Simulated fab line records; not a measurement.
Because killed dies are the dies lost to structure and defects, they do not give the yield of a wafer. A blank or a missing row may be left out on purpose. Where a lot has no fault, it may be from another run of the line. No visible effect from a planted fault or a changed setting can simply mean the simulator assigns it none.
Chamber matching	flow sky130	4 sister chambers for SKY_PASSIVATION_ETCH_11 on rie-diel-01
The step etches the open film in CF4/O2, stops on AlCu, target depth 725 nm, time 161.1 s. 4 wafers are shown with their chamber, then 8 later ones without.

== WAFERS PAIRED WITH THEIR CHAMBERS ==
wafer	chamber	bias-w (W)
L760.3	0	150.2
L762.4	2	149.8
L762.5	1	150.9
L763.2	3	149.6

== WAFERS WITHOUT THEIR CHAMBER ==
wafer	bias-w (W)
L763.4	149.2
L763.6	149.8
L765.1	151.0
L765.2	150.2
L765.6	149.7
L769.2	150.1
L769.3	150.0
L769.4	150.0

== THE CHAMBER EACH PASSED THROUGH ==
wafer	from the rows above	in truth
L763.4	can't be placed: 3 or 2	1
L763.6	can't be placed: 2 or 3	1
L765.1	1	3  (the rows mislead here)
L765.2	0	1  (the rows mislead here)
L765.6	can't be placed: 3 or 2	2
L769.2	can't be placed: 0 or 2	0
L769.3	can't be placed: 0 or 2 or 3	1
L769.4	can't be placed: 0 or 2 or 3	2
0 of 8 placed correctly. Cannot be placed on the basis of these rows: 6; the candidates contain the true chamber in 3. Number placed wrongly: 2.
How it was worked out, from the rows above alone: a wafer's distance from a chamber is the root of the sum, over the readings, of the square of ((its reading less the chamber's mean) divided by the reading's scatter). If the next closest chamber is less than 2 further off than the closest, the wafer can't be placed; otherwise it belongs to the closest. Each chamber's mean is taken over the wafers shown for it. The scatter: with one shown wafer a chamber, the root of the mean of the squares of how far each hidden wafer lies from its nearest shown one.
